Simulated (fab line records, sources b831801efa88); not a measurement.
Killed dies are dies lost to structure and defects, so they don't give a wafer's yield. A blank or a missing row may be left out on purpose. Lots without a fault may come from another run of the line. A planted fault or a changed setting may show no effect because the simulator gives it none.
A struck lot beside a sound one | flow sky130 | 35 steps out of a route of 708
Sound: wafers L317.1, L317.3, L317.4. Struck: wafers L304.2, L304.4. (L304.6 of the same lot was not struck and is left out.) The cause comes at the end.
At each step with rows: each side's tool, then ch and its chambers, then its first start. Under that, the readings that differ: sound wafers | struck wafers | difference of the means | sigmas: that difference in standard deviations of wafers without a fault.
alike: readings whose means differ by less than 2 such deviations, and words and numbers that are the same on both sides. not compared: withheld readings, readings that some wafer has no value for, bounds like >300 that may hide the same value, and numbers for which the record gives no deviation and whose values overlap.
The two part at a step that has a row with sigmas, a row that says differs or no value, or rows on one side only. Numbers that don't overlap but have no deviation are shown without sigmas and don't part them. A reading that every wafer of one side lacks parts them only if that side has two wafers or more.

first, 5 steps without rows for these wafers: SKY_METAL5_SOFTBAKE_10 (time 60 s); SKY_METAL5_EXPOSE_11 (exposes mask MM5, target cd 1600 nm); SKY_METAL5_PEB_12; SKY_METAL5_DEVELOP_13 (develop time 60 s); SKY_METAL5_DESCUM_14 (chemistry O2, time 11 s).
SKY_METAL5_METAL_ETCH_15: etches the open film in Cl2/BCl3, stops on SiO2, target depth 1260 nm, time 252 s.
  sound on rie_metal-03 ch 0,1, day 48 19:34; struck on rie_metal-04 ch 0, day 45 12:05
  reading               | sound             | struck      | difference | sigmas
  oes_product_au (a.u.) | 0.892 0.889 0.890 | 0.909 0.899 | +0.014     | +3
  alike: drypump_motor_current_A, mfc_cl2_sccm, throttle_valve_pct
  not compared: rf_hours_counter_h
SKY_METAL5_STRIP_16: strips in O2/N2.
  sound on plasma_asher-03 ch 0,1, day 48 19:49; struck on plasma_asher-01 ch 0, day 45 12:19
  alike: drypump_motor_current_A, oes_product_au, strip_time_to_endpoint_s
  not compared: rf_hours_counter_h
then, 3 steps without rows for these wafers: SKY_METAL5_STRIP_17 (strips in post etch residue remover, time 1200 s); SKY_METAL5_CLEAN_18 (cleans in IPA, time 180 s); SKY_METAL5_CLEAN_19 (cleans in O3/DIW).
SKY_PASSIVATION_CVD_00: deposits SiO2, target thk 90 nm.
  sound on pecvd-01 ch 0,2, day 48 20:24; struck on pecvd-02 ch 1,2, day 45 12:55
  alike: heater_power_w, susceptor_temp_C
SKY_PASSIVATION_THK_MEAS_01:
  sound on film_metro-01, day 48 20:26; struck on film_metro-01, day 45 12:56
  alike: PASSIVATION_CVD_00_THK
SKY_PASSIVATION_CVD_02: deposits Si3N4, target thk 540 nm.
  sound on pecvd-03 ch 0,1,2, day 48 20:29; struck on pecvd-03 ch 0, day 45 12:59
  reading                                       | sound             | struck      | difference | sigmas
  model.Si3N4_of_PASSIVATION_CVD_02.thk_nm (nm) | 535.3 517.3 539.4 | 642.1 643.4 | +112.1     |
  alike: heater_power_w, susceptor_temp_C
SKY_PASSIVATION_THK_MEAS_03:
  sound on film_metro-03, day 48 20:43; struck on film_metro-04, day 45 13:14
  reading                     | sound       | struck  | difference | sigmas
  PASSIVATION_CVD_02_THK (nm) | 535 517 539 | 642 643 | +112       | +14
then, 7 steps without rows for these wafers: SKY_PASSIVATION_DEHYDRATE_04 (time 60 s); SKY_PASSIVATION_HMDS_05 (prime time 60 s); SKY_PASSIVATION_COAT_06 (resist thk 3000 nm); SKY_PASSIVATION_SOFTBAKE_07; SKY_PASSIVATION_EXPOSE_08 (exposes mask NSM, target cd 3000 nm); SKY_PASSIVATION_PEB_09; SKY_PASSIVATION_DEVELOP_10 (develop time 60 s).
SKY_PASSIVATION_ETCH_11: etches the open film in CF4/O2, stops on AlCu, target depth 725 nm, time 161.1 s.
  sound on rie_diel-02 ch 1,2,3, day 49 14:16; struck on rie_diel-04 ch 0,2, day 46 10:17
  reading                                 | sound             | struck      | difference | sigmas
  oes_product_au (a.u.)                   | 0.981 0.960 0.982 | 0.996 0.985 | +0.016     | +2
  model.etch.depth_nm (nm)                | 701.6 682.1 707.7 | 731.7 712.7 | +25.1      |
  model.PASSIVATION.feature_depth_nm (nm) | 701.6 682.1 707.7 | 731.7 712.7 | +25.1      |
  alike: drypump_motor_current_A, throttle_valve_pct
  not compared: rf_hours_counter_h
SKY_PASSIVATION_STRIP_12: strips in O2/N2.
  sound on plasma_asher-02 ch 0,1, day 49 14:22; struck on plasma_asher-04 ch 0, day 46 10:23
  alike: drypump_motor_current_A, oes_product_au, strip_time_to_endpoint_s
  not compared: rf_hours_counter_h
then, 7 steps without rows for these wafers: SKY_PAD_OPEN_DEHYDRATE_00 (time 60 s); SKY_PAD_OPEN_HMDS_01 (prime time 60 s); SKY_PAD_OPEN_COAT_02 (resist thk 3000 nm); SKY_PAD_OPEN_SOFTBAKE_03; SKY_PAD_OPEN_EXPOSE_04 (exposes mask PDM, target cd 60000 nm); SKY_PAD_OPEN_PEB_05; SKY_PAD_OPEN_DEVELOP_06 (develop time 60 s).
SKY_PAD_OPEN_ETCH_07: etches the open film in CF4/O2, stops on AlCu, target depth 725 nm, time 161.1 s.
  sound on rie_diel-03 ch 0,1,3, day 50 06:47; struck on rie_diel-04 ch 1,3, day 47 06:02
  reading                              | sound             | struck      | difference | sigmas
  oes_product_au (a.u.)                | 0.968 0.959 0.978 | 0.987 0.996 | +0.023     | +3
  model.etch.depth_nm (nm)             | 701.6 682.1 707.7 | 723 732.7   | +31        |
  model.PAD_OPEN.feature_depth_nm (nm) | 701.6 682.1 707.7 | 723 732.7   | +31        |
  alike: drypump_motor_current_A, throttle_valve_pct
  not compared: rf_hours_counter_h
SKY_PAD_OPEN_STRIP_08: strips in O2/N2.
  sound on plasma_asher-02 ch 0,1, day 50 06:53; struck on plasma_asher-01 ch 0,1, day 47 06:08
  alike: drypump_motor_current_A, oes_product_au, strip_time_to_endpoint_s
  not compared: rf_hours_counter_h
SKY_PAD_OPEN_STRIP_09: strips in post etch residue remover, time 1200 s.
  sound on wet_bench-01 ch 0, day 50 06:59; struck on wet_bench-01 ch 2, day 47 06:14
  reading                                       | sound           | struck    | difference | sigmas
  model.Si3N4_of_PASSIVATION_CVD_02.thk_nm (nm) | 534.9 516.9 539 | 641.7 643 | +112.1     |
then, 1 step without rows for these wafers: SKY_PAD_OPEN_CLEAN_10 (cleans in IPA, time 180 s).
SKY_PAD_OPEN_PROBE_99:
  the record has rows for the sound wafers here (prober-01, day 50 09:07) and none for the struck ones

WHERE THEY PART
First at SKY_METAL5_METAL_ETCH_15; last, within this record, at SKY_PAD_OPEN_PROBE_99.

WHY: what the simulator had put in
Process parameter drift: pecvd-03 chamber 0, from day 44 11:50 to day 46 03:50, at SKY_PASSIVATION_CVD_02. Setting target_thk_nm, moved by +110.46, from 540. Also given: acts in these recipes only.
